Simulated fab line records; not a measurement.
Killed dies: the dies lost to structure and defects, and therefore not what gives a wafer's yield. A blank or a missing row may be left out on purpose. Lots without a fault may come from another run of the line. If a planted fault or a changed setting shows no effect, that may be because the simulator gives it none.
Which tool did it? ; flow sky130 ; at 1 step of a route of 708, 13 lots with 39 wafers sampled

## WHAT THE GAUGES SHOWED, per wafer
SKY_METAL3_OVL_MEAS_14. Usual: METAL3_OVL 2 nm, standard deviation 5.
lot;measured;on;METAL3_OVL (nm);flag
L798;day 39 13:14;overlay-01;2 1 1;
L800;day 39 23:10;overlay-01;4 7 14;
L801;day 40 13:04;overlay-01;-2 4 3;
L802;day 40 19:44;overlay-02;2 3 10;
L803;day 40 22:56;overlay-02;-2 6 -2;
L805;day 41 17:56;overlay-01;1 0 -5;
L811;day 43 05:43;overlay-02;-3 -10 -4;
L812;day 43 16:23;overlay-02;-3 6 4;
L813;day 43 21:38;overlay-01;9 10 8;
L814;day 44 08:43;overlay-01;7 -1 -2;
L815;day 44 14:13;overlay-01;-3 -3 -4;
L817;day 44 19:07;overlay-01;7 4 -1;
L820;day 45 12:29;overlay-02;4 10 11;

## WHICH TOOL RAN EACH LOT (tool, then ch and the chambers of the sampled wafers, then the start)
The record shows no process step preceding these readings.

## WHAT THE TOOLS THEMSELVES READ (means of the sampled wafers that have a number; where no wafer has one, the mark that the record gives instead)
The record holds no such reading with a usual standard deviation.

## THE ANSWER, worked out from the rows above alone
Rule: a lot is off if the mean of its wafers that have a number lies more than 3 standard deviations from the usual mean. A lot without any number at a reading at which 4 lots or more have one is off too. All remaining lots with rows at the step are treated as sound. After the gauges, taken in route order, come the tools' own readings; for these a lot's mean is taken, as printed above. The first step at which some lot is off is used, and at that step the reading that is off furthest; a lot without a number counts as furthest.
None of the lots is off at any reading shown; this tells nothing.

## WHAT HAD BEEN PUT IN BY THE SIMULATOR
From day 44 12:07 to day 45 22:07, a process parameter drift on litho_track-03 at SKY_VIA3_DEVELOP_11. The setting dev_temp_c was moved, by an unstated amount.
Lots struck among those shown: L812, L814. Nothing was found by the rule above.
